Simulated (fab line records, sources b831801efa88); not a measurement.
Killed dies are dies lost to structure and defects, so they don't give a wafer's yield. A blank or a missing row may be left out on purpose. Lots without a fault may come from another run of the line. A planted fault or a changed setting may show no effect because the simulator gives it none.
Which tool did it? | flow sky130 | 14 lots, 40 wafers sampled, at 5 steps of a route of 708

WHAT THE GAUGES READ, wafer by wafer
SKY_SONOS_ONO_OVL_MEAS_14.
lot  | measured     | on         | SONOS_ONO_OVL (nm)
L493 | day 12 12:40 | overlay-01 | -1.0 0.7 -0.4
L494 | day 12 22:40 | overlay-02 | -3.5 -2.0 -1.2
L495 | day 13 06:53 | overlay-01 | -2.9 -3.6 -3.4
L496 | day 13 12:48 | overlay-02 | -1.1 -0.2 -0.7
L497 | day 14 00:42 | overlay-02 | 0.5 0.1 1.9
L498 | day 14 08:42 | overlay-01 | 1.2 -0.7 0.8
L499 | day 14 14:56 | overlay-01 | -2.1 -1.7 -3.0
L504 | day 16 09:41 | overlay-02 | -2.6 -0.4 -0.4
L505 | day 16 15:03 | overlay-02 | -2.1 0.6
L506 | day 17 02:54 | overlay-02 | -0.2 0.1
L511 | day 18 21:05 | overlay-01 | 2.1 1.5 1.3
L514 | day 19 20:08 | overlay-02 | -1.4 0.8 0.6
L515 | day 20 03:51 | overlay-02 | 0.8 0.7 0.3
L516 | day 20 13:37 | overlay-01 | -0.3 -1.6 0.4

SKY_LDD_P_CD_MEAS_07: target cd 380 nm.
lot  | measured     | on        | cd_nm (nm)
L493 | day 18 18:52 | cd_sem-01 | 379.4 378.7 379.5
L494 | day 19 07:49 | cd_sem-01 | 382.3 382.8 386.9
L495 | day 19 20:19 | cd_sem-01 | 377.7 377.8 379.2
L496 | day 20 02:58 | cd_sem-02 | 384.0 382.2 381.3
L497 | day 20 19:28 | cd_sem-02 | 376.7 376.3 375.9
L498 | day 21 01:28 | cd_sem-01 | 384.3 381.5 382.4
L499 | day 21 03:04 | cd_sem-02 | 380.4 381.8 377.8
L504 | day 23 04:22 | cd_sem-02 | 379.2 377.3 378.4
L505 | day 23 14:32 | cd_sem-02 | 377.9 377.1
L506 | day 23 23:34 | cd_sem-01 | 378.6 380.1
L511 | day 25 15:40 | cd_sem-02 | 377.0 376.6 377.7
L514 | day 26 13:29 | cd_sem-01 | 377.6 376.3 377.3
L515 | day 26 20:46 | cd_sem-01 | 378.1 378.7 380.4
L516 | day 27 08:14 | cd_sem-02 | 377.7 377.5 378.6

SKY_LDD_P_TW_MEAS_11.
lot  | measured     | on            | LDD_P_TW
L493 | day 18 19:17 | film_metro-04 | 630 633 632
L494 | day 19 08:12 | film_metro-01 | 643 643 641
L495 | day 19 20:43 | film_metro-03 | 635 635 635
L496 | day 20 03:23 | film_metro-03 | 636 640 635
L497 | day 20 19:52 | film_metro-03 | 638 637 639
L498 | day 21 01:52 | film_metro-01 | 640 639 641
L499 | day 21 03:28 | film_metro-01 | 635 638 640
L504 | day 23 04:47 | film_metro-04 | 632 638 636
L505 | day 23 14:56 | film_metro-01 | 598 643
L506 | day 23 23:58 | film_metro-01 | 640 598
L511 | day 25 16:04 | film_metro-03 | 630 627 629
L514 | day 26 13:53 | film_metro-03 | 637 633 636
L515 | day 26 21:08 | film_metro-03 | 634 633 633
L516 | day 27 08:38 | film_metro-03 | 630 630 627

SKY_LDD_LDN_OVL_MEAS_07.
lot  | measured     | on         | LDD_LDN_OVL (nm)
L493 | day 22 16:13 | overlay-02 | 3.0 1.8 4.3
L494 | day 23 04:41 | overlay-02 | -0.4 0.7 -1.0
L495 | day 23 17:10 | overlay-02 | -0.7 -0.5 -0.8
L496 | day 23 23:52 | overlay-02 | -0.9 0.3 2.1
L497 | day 24 14:46 | overlay-01 | 1.1 2.8 0.9
L498 | day 24 20:41 | overlay-01 | 1.3 0.6 0.8
L499 | day 24 22:29 | overlay-02 | 0.8 1.0 2.7
L504 | day 26 21:53 | overlay-02 | 3.0 2.7 2.2
L505 | day 27 07:19 | overlay-01 | 0.7 1.5
L506 | day 27 14:37 | overlay-01 | -2.3 -0.7
L511 | day 29 05:40 | overlay-01 | -0.7 -1.3 -0.1
L514 | day 30 00:47 | overlay-01 | -1.1 1.1 0.2
L515 | day 30 10:33 | overlay-01 | 0.6 0.9 0.3
L516 | day 30 21:10 | overlay-01 | 1.1 -0.2 -0.3

WHICH TOOL RAN EACH LOT (tool, then ch and the chambers of the sampled wafers, then the start)
lot  | SKY_LDD_P_IMPLANT_09
L493 | implanter-02 ch 0, day 18 19:02
L494 | implanter-01 ch 0, day 19 07:59
L495 | implanter-04 ch 0, day 19 20:28
L496 | implanter-04 ch 0, day 20 03:08
L497 | implanter-02 ch 0, day 20 19:37
L498 | implanter-01 ch 0, day 21 01:37
L499 | implanter-02 ch 0, day 21 03:13
L504 | implanter-04 ch 0, day 23 04:32
L505 | implanter-02 ch 0, day 23 14:41
L506 | implanter-02 ch 0, day 23 23:43
L511 | implanter-04 ch 0, day 25 15:49
L514 | implanter-01 ch 0, day 26 13:39
L515 | implanter-01 ch 0, day 26 20:55
L516 | implanter-02 ch 0, day 27 08:23
- SKY_LDD_P_IMPLANT_09

WHAT THE TOOLS THEMSELVES READ (means of the sampled wafers that have a number; where no wafer has one, the mark that the record gives instead)
SKY_LDD_P_IMPLANT_09.
lot  | tool         | beam_energy_keV
L493 | implanter-02 | 24.994
L494 | implanter-01 | 25.002
L495 | implanter-04 | 24.998
L496 | implanter-04 | 24.999
L497 | implanter-02 | 24.995
L498 | implanter-01 | 25.008
L499 | implanter-02 | 24.991
L504 | implanter-04 | 24.999
L505 | implanter-02 | 24.986
L506 | implanter-02 | 24.988
L511 | implanter-04 | 24.998
L514 | implanter-01 | 24.995
L515 | implanter-01 | 24.995
L516 | implanter-02 | 25.006

THE ANSWER, worked out from the rows above alone
Rule: what is usual is taken from the lots themselves. Put in order of their means at a reading, lots are off if they are a third of the lots or fewer, leave a main group of 4 or more, and stand apart from it by a gap of 3 or more times the standard deviation of the main group's means; of several such gaps the widest counts. A main group whose means are all the same, to the digits that the tables above print for the reading, isn't used. A lot without any number at a reading at which 4 lots or more have one is off too. The other lots that the step has rows for count as sound. The gauges are gone through in route order, then the tools' own readings, and for those a lot's mean is taken as printed above. The first step at which some lot is off is used, and at that step the reading that is off furthest; a lot without a number counts as furthest.
No lot is off at any reading shown: from this, nothing can be told.

WHAT THE SIMULATOR HAD PUT IN
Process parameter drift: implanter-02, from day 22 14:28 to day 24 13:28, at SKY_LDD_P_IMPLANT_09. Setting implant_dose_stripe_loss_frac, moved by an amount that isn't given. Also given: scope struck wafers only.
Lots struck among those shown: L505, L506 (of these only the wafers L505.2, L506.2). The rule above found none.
